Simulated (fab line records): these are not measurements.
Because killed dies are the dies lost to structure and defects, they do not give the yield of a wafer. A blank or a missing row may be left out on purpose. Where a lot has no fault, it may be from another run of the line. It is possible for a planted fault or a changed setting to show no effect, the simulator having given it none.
Which of the tools did it? / flow sky130 / 12 lots, 36 wafers sampled, at 4 steps of a route of 708

## WHAT THE GAUGES SHOWED, per wafer
SKY_METAL2_RS_MEAS_05: the measuring method here is four-point-probe. Usual: for METAL2_ALCU_RS the level is 0.1234 ohm/sq and the standard deviation is 0.0013.
lot=L648; measured=day 34 16:35; on=filmMetro-03; METAL2_ALCU_RS (ohm/sq)=0.1231 0.1234 0.1232; flag=
lot=L649; measured=day 35 08:41; on=filmMetro-03; METAL2_ALCU_RS (ohm/sq)=0.1243 0.1250 0.1234; flag=
lot=L650; measured=day 35 15:28; on=filmMetro-04; METAL2_ALCU_RS (ohm/sq)=0.1222 0.1230 0.1225; flag=
lot=L651; measured=day 35 17:21; on=filmMetro-04; METAL2_ALCU_RS (ohm/sq)=0.1226 0.1225 0.1236; flag=
lot=L652; measured=day 35 23:26; on=filmMetro-02; METAL2_ALCU_RS (ohm/sq)=0.1252 0.1234 0.1248; flag=
lot=L653; measured=day 36 10:02; on=filmMetro-02; METAL2_ALCU_RS (ohm/sq)=0.1246 0.1232 0.1244; flag=
lot=L654; measured=day 36 13:24; on=filmMetro-03; METAL2_ALCU_RS (ohm/sq)=0.1258 0.1256 0.1256; flag=
lot=L657; measured=day 37 17:36; on=filmMetro-02; METAL2_ALCU_RS (ohm/sq)=0.1230 0.1224 0.1231; flag=
lot=L660; measured=day 38 21:15; on=filmMetro-03; METAL2_ALCU_RS (ohm/sq)=0.1237 0.1244 0.1234; flag=
lot=L661; measured=day 38 22:22; on=filmMetro-04; METAL2_ALCU_RS (ohm/sq)=0.1248 0.1235 0.1242; flag=
lot=L663; measured=day 39 13:46; on=filmMetro-02; METAL2_ALCU_RS (ohm/sq)=0.1246 0.1237 0.1253; flag=
lot=L666; measured=day 40 08:05; on=filmMetro-02; METAL2_ALCU_RS (ohm/sq)=0.1213; flag=

## TOOL THAT RAN EACH LOT (tool first, then ch and the chambers of the sampled wafers, then the start)
lot=L648; SKY_METAL1_DESCUM_17=rieMetal-01 ch 0,1, day 33 10:14; SKY_VIA1_CMP_24=cmp-02 ch 0,2,3, day 34 16:08; SKY_METAL2_SPUTTER_00=pvdSputter-01, day 34 16:26
lot=L649; SKY_METAL1_DESCUM_17=rieMetal-01 ch 0,1, day 34 02:53; SKY_VIA1_CMP_24=cmp-02 ch 0,1,2, day 35 08:21; SKY_METAL2_SPUTTER_00=pvdSputter-03, day 35 08:33
lot=L650; SKY_METAL1_DESCUM_17=rieMetal-01 ch 0,1, day 34 08:53; SKY_VIA1_CMP_24=cmp-01 ch 0,2, day 35 15:02; SKY_METAL2_SPUTTER_00=pvdSputter-03, day 35 15:20
lot=L651; SKY_METAL1_DESCUM_17=rieMetal-03 ch 0,1, day 34 11:31; SKY_VIA1_CMP_24=cmp-01 ch 0,1,2, day 35 17:02; SKY_METAL2_SPUTTER_00=pvdSputter-03, day 35 17:11
lot=L652; SKY_METAL1_DESCUM_17=rieMetal-04 ch 0,1, day 34 18:11; SKY_VIA1_CMP_24=cmp-01 ch 0,1,2, day 35 23:01; SKY_METAL2_SPUTTER_00=pvdSputter-01, day 35 23:16
lot=L653; SKY_METAL1_DESCUM_17=rieMetal-04 ch 0,1, day 35 04:50; SKY_VIA1_CMP_24=cmp-01 ch 0,3, day 36 09:39; SKY_METAL2_SPUTTER_00=pvdSputter-01, day 36 09:54
lot=L654; SKY_METAL1_DESCUM_17=rieMetal-03 ch 0,1, day 35 07:34; SKY_VIA1_CMP_24=cmp-01 ch 1,2,3, day 36 12:58; SKY_METAL2_SPUTTER_00=pvdSputter-02, day 36 13:16
lot=L657; SKY_METAL1_DESCUM_17=rieMetal-03 ch 0,1, day 36 12:32; SKY_VIA1_CMP_24=cmp-01 ch 0,2,3, day 37 17:16; SKY_METAL2_SPUTTER_00=pvdSputter-01, day 37 17:25
lot=L660; SKY_METAL1_DESCUM_17=rieMetal-04 ch 0,1, day 37 16:14; SKY_VIA1_CMP_24=cmp-02 ch 0,1,2, day 38 20:47; SKY_METAL2_SPUTTER_00=pvdSputter-01, day 38 21:05
lot=L661; SKY_METAL1_DESCUM_17=rieMetal-01 ch 0,1, day 37 17:37; SKY_VIA1_CMP_24=cmp-02 ch 1,2,3, day 38 22:02; SKY_METAL2_SPUTTER_00=pvdSputter-02, day 38 22:14
lot=L663; SKY_METAL1_DESCUM_17=rieMetal-03 ch 0,1, day 38 09:17; SKY_VIA1_CMP_24=cmp-01 ch 1,2,3, day 39 13:25; SKY_METAL2_SPUTTER_00=pvdSputter-01, day 39 13:34
lot=L666; SKY_METAL1_DESCUM_17=rieMetal-01 ch 0,1, day 39 03:26; SKY_VIA1_CMP_24=cmp-01 ch 0,1, day 40 07:38; SKY_METAL2_SPUTTER_00=pvdSputter-01, day 40 07:53
- SKY_METAL1_DESCUM_17: chemistry O2, time 8 s.
- SKY_VIA1_CMP_24: polishes, stops on SiO2, t overpolish 15 s, target thk 0 nm.
- SKY_METAL2_SPUTTER_00: material Ti, target thk 15 nm, time 10 s.

## WHAT THE TOOLS THEMSELVES READ (means of the sampled wafers that have a number; where no wafer has one, the mark that the record gives instead)
SKY_METAL1_DESCUM_17. Usual: drypumpMotorCurrentA 5.9 A, standard deviation 0.63; oesProductAu 0.998 a.u., standard deviation 0.0089.
lot=L648; tool=rieMetal-01; drypumpMotorCurrentA (A)=6.0; oesProductAu (a.u.)=0.996; flag=
lot=L649; tool=rieMetal-01; drypumpMotorCurrentA (A)=6.1; oesProductAu (a.u.)=0.994; flag=
lot=L650; tool=rieMetal-01; drypumpMotorCurrentA (A)=5.7; oesProductAu (a.u.)=0.989; flag=
lot=L651; tool=rieMetal-03; drypumpMotorCurrentA (A)=6.2; oesProductAu (a.u.)=0.996; flag=
lot=L652; tool=rieMetal-04; drypumpMotorCurrentA (A)=6.0; oesProductAu (a.u.)=0.999; flag=
lot=L653; tool=rieMetal-04; drypumpMotorCurrentA (A)=6.2; oesProductAu (a.u.)=1.010; flag=
lot=L654; tool=rieMetal-03; drypumpMotorCurrentA (A)=5.6; oesProductAu (a.u.)=0.999; flag=
lot=L657; tool=rieMetal-03; drypumpMotorCurrentA (A)=6.2; oesProductAu (a.u.)=0.999; flag=
lot=L660; tool=rieMetal-04; drypumpMotorCurrentA (A)=6.2; oesProductAu (a.u.)=1.012; flag=
lot=L661; tool=rieMetal-01; drypumpMotorCurrentA (A)=5.7; oesProductAu (a.u.)=0.993; flag=
lot=L663; tool=rieMetal-03; drypumpMotorCurrentA (A)=6.2; oesProductAu (a.u.)=1.006; flag=
lot=L666; tool=rieMetal-01; drypumpMotorCurrentA (A)=6.0; oesProductAu (a.u.)=0.986; flag=

SKY_VIA1_CMP_24. Usual: edgeZonePressureFrac 1.001, standard deviation 0.0051; motorCurrentA 11.0 A, standard deviation 0.68; overpolishRunS 15.002 s, standard deviation 0.009; timeToEndpointS 66 s, standard deviation 3.2.
lot=L648; tool=cmp-02; edgeZonePressureFrac=1.007; motorCurrentA (A)=11.2; overpolishRunS (s)=15.001; timeToEndpointS (s)=67; flag=
lot=L649; tool=cmp-02; edgeZonePressureFrac=0.999; motorCurrentA (A)=11.3; overpolishRunS (s)=14.997; timeToEndpointS (s)=66; flag=
lot=L650; tool=cmp-01; edgeZonePressureFrac=1.003; motorCurrentA (A)=11.1; overpolishRunS (s)=15.004; timeToEndpointS (s)=65; flag=
lot=L651; tool=cmp-01; edgeZonePressureFrac=1.002; motorCurrentA (A)=11.3; overpolishRunS (s)=15.003; timeToEndpointS (s)=67; flag=
lot=L652; tool=cmp-01; edgeZonePressureFrac=1.000; motorCurrentA (A)=11.5; overpolishRunS (s)=14.995; timeToEndpointS (s)=67; flag=
lot=L653; tool=cmp-01; edgeZonePressureFrac=1.002; motorCurrentA (A)=11.1; overpolishRunS (s)=15.000; timeToEndpointS (s)=64; flag=
lot=L654; tool=cmp-01; edgeZonePressureFrac=1.002; motorCurrentA (A)=11.4; overpolishRunS (s)=14.995; timeToEndpointS (s)=61; flag=
lot=L657; tool=cmp-01; edgeZonePressureFrac=1.004; motorCurrentA (A)=11.3; overpolishRunS (s)=15.002; timeToEndpointS (s)=66; flag=
lot=L660; tool=cmp-02; edgeZonePressureFrac=0.999; motorCurrentA (A)=11.3; overpolishRunS (s)=14.995; timeToEndpointS (s)=67; flag=
lot=L661; tool=cmp-02; edgeZonePressureFrac=0.998; motorCurrentA (A)=10.8; overpolishRunS (s)=15.005; timeToEndpointS (s)=64; flag=
lot=L663; tool=cmp-01; edgeZonePressureFrac=0.997; motorCurrentA (A)=11.3; overpolishRunS (s)=15.009; timeToEndpointS (s)=66; flag=
lot=L666; tool=cmp-01; edgeZonePressureFrac=1.000; motorCurrentA (A)=11.0; overpolishRunS (s)=5.027; timeToEndpointS (s)=89; flag=OFF

SKY_METAL2_SPUTTER_00. Usual: cathodeDcPowerW 3000.0 W, standard deviation 0.52; throttleValvePct 29.9 %, standard deviation 1.1.
lot=L648; tool=pvdSputter-01; cathodeDcPowerW (W)=3000.2; throttleValvePct (%)=29.7; flag=
lot=L649; tool=pvdSputter-03; cathodeDcPowerW (W)=3000.0; throttleValvePct (%)=29.7; flag=
lot=L650; tool=pvdSputter-03; cathodeDcPowerW (W)=3000.2; throttleValvePct (%)=28.0; flag=
lot=L651; tool=pvdSputter-03; cathodeDcPowerW (W)=3000.3; throttleValvePct (%)=28.7; flag=
lot=L652; tool=pvdSputter-01; cathodeDcPowerW (W)=3000.1; throttleValvePct (%)=30.3; flag=
lot=L653; tool=pvdSputter-01; cathodeDcPowerW (W)=3000.3; throttleValvePct (%)=29.8; flag=
lot=L654; tool=pvdSputter-02; cathodeDcPowerW (W)=2999.5; throttleValvePct (%)=30.4; flag=
lot=L657; tool=pvdSputter-01; cathodeDcPowerW (W)=3000.4; throttleValvePct (%)=29.7; flag=
lot=L660; tool=pvdSputter-01; cathodeDcPowerW (W)=3000.3; throttleValvePct (%)=30.1; flag=
lot=L661; tool=pvdSputter-02; cathodeDcPowerW (W)=2999.8; throttleValvePct (%)=30.3; flag=
lot=L663; tool=pvdSputter-01; cathodeDcPowerW (W)=2999.7; throttleValvePct (%)=29.8; flag=
lot=L666; tool=pvdSputter-01; cathodeDcPowerW (W)=2999.7; throttleValvePct (%)=29.4; flag=

## THE ANSWER, worked out from the rows above alone
Rule: take the mean of a lot's wafers that have a number; if it is more than 3 standard deviations from the usual mean, the lot is off. Also off: a lot with no number at a reading for which 4 or more lots have one. Any other lot the step has rows for is counted as sound. Order of review: gauges by route order, followed by the tools' own readings, for which a lot's mean as printed above is used. At the first step where some lot is off, the reading lying furthest off is the one used; lots without a number count as furthest.
Off at SKY_VIA1_CMP_24 (overpolishRunS): L666.
A tool fits if, at that step or a process step before it, it ran every lot that is off, and no sound lot after the first of them. Can't be told from this: 2 tools fit, rieMetal-01 at SKY_METAL1_DESCUM_17, cmp-01 at SKY_VIA1_CMP_24.

## WHAT THE SIMULATOR HAD INSERTED
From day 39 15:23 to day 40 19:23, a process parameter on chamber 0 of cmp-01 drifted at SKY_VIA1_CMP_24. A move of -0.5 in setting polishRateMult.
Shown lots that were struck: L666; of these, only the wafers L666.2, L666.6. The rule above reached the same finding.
